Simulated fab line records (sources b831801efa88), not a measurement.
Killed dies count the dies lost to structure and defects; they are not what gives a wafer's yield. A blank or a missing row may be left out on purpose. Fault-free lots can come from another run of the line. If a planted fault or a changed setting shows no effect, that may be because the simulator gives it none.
A struck lot beside a sound one | flow sky130 | 16 steps out of a route of 708
Sound: the wafers L382.1, L382.2, L382.5. Struck: wafers L386.1, L386.4, L386.6. The cause is named last.
At each step with rows: each side's tool, then ch and its chambers, then its first start. Under that, the readings that differ: sound wafers | struck wafers | difference of the means | sigmas: that difference in standard deviations of wafers without a fault.
alike: same words and numbers on both sides, and readings whose means sit less than 2 such deviations apart. not compared: any withheld reading, any reading some wafer has no value for, any bound like >300 that may hide the same value, and any number with overlapping values for which the record gives no deviation.
The two part at a step that has a row with sigmas, a row that says differs or no value, or rows on one side only. When numbers do not overlap yet have no deviation, they are printed without sigmas and do not part them. A reading that every wafer of one side lacks parts them only if that side has two wafers or more.

first, 3 steps without rows for these wafers: SKY_METAL1_EXPOSE_12 (exposes mask MM1, target cd 140 nm); SKY_METAL1_PEB_13; SKY_METAL1_DEVELOP_14 (develop time 60 s).
SKY_METAL1_CD_MEAS_15: the cd target is 140 nm.
  struck on cd sem-02, day 35 15:26; sound on cd sem-02, day 35 06:24
  alike: cd nm
SKY_METAL1_OVL_MEAS_16:
  struck on overlay-01, day 35 15:33; sound on overlay-01, day 35 06:31
  alike: METAL1_OVL
SKY_METAL1_DESCUM_17: chemistry O2, time 8 s.
  sound on rie metal-04 ch 0,1, day 35 06:33; struck on rie metal-01 ch 0,1, day 35 15:35
  alike: chamber pressure mTorr, drypump motor current A, oes product au, rf fwd power W
  not compared: rf hours counter h
SKY_METAL1_ETCH_18: etches BARC in N2/H2, stops on SiO2, time 45.9 s, target depth 60 nm.
  sound on rie metal-04 ch 0,1, day 35 06:35; struck on rie metal-01 ch 0,1, day 35 15:37
  reading            | sound             | struck            | difference | sigmas
  rf fwd power W (W) | 497.6 495.5 495.1 | 491.8 492.4 493.3 | -3.6       | -2
  alike: chamber pressure mTorr, drypump motor current A, oes product au, throttle valve pct
  not compared: rf hours counter h
SKY_METAL1_METAL_ETCH_19: etches the open film in Cl2/BCl3, stops on SiO2, target depth 360 nm, time 78 s.
  sound on rie metal-04 ch 0,1, day 35 06:39; struck on rie metal-01 ch 0,1, day 35 15:41
  alike: bcl3 flow sccm, chamber pressure mTorr, drypump motor current A, oes product au, rf fwd power W, throttle valve pct
  not compared: rf hours counter h
SKY_METAL1_STRIP_20: strips in O2/N2.
  sound on plasma asher-01 ch 0,1, day 35 06:44; struck on plasma asher-01 ch 1, day 35 15:46
  alike: chamber pressure mTorr, drypump motor current A, oes product au, strip time to endpoint s
  not compared: rf hours counter h
then, 3 steps without rows for these wafers: SKY_METAL1_STRIP_21 (strips in post etch residue remover, time 1200 s); SKY_METAL1_CLEAN_22 (cleans in IPA, time 180 s); SKY_METAL1_CLEAN_23 (cleans in O3/DIW).
SKY_VIA1_HDPCVD_00: deposits SiO2, target thk 1030 nm, time 171.7 s.
  sound on hdpcvd-02 ch 0,1,2, day 35 07:25; struck on hdpcvd-01 ch 0,2, day 35 16:59
  alike: susceptor temp C
SKY_VIA1_THK_MEAS_01:
  struck on film metro-02, day 35 17:06; sound on film metro-02, day 35 07:31
  reading              | sound          | struck         | difference | sigmas
  VIA1_HDPCVD_THK (nm) | 1040 1034 1030 | 2039 2034 2036 | +1002      | +99 or more
SKY_VIA1_CMP_02: polishes SiO2.
  sound on cmp-01 ch 0,1,2, day 35 07:35; struck on cmp-01 ch 0,1,2, day 35 17:10
  alike: head pressure psi, motor current A, slurry filter dp kPa, slurry flow ml min
-- the record jumps here: 12 days lie between the struck wafers' starts before and after (it left off in module VIA1 and takes up again in module PAD_OPEN, whose first step shown is number 708 of the route) --
SKY_PAD_OPEN_PROBE_99:
  the record has rows for the struck wafers here (prober-02, day 48 00:55) and none for the sound ones

## WHERE THEY PART
Earliest at SKY_METAL1_ETCH_18; latest, in this record, at SKY_PAD_OPEN_PROBE_99.

WHY: what the simulator had put in
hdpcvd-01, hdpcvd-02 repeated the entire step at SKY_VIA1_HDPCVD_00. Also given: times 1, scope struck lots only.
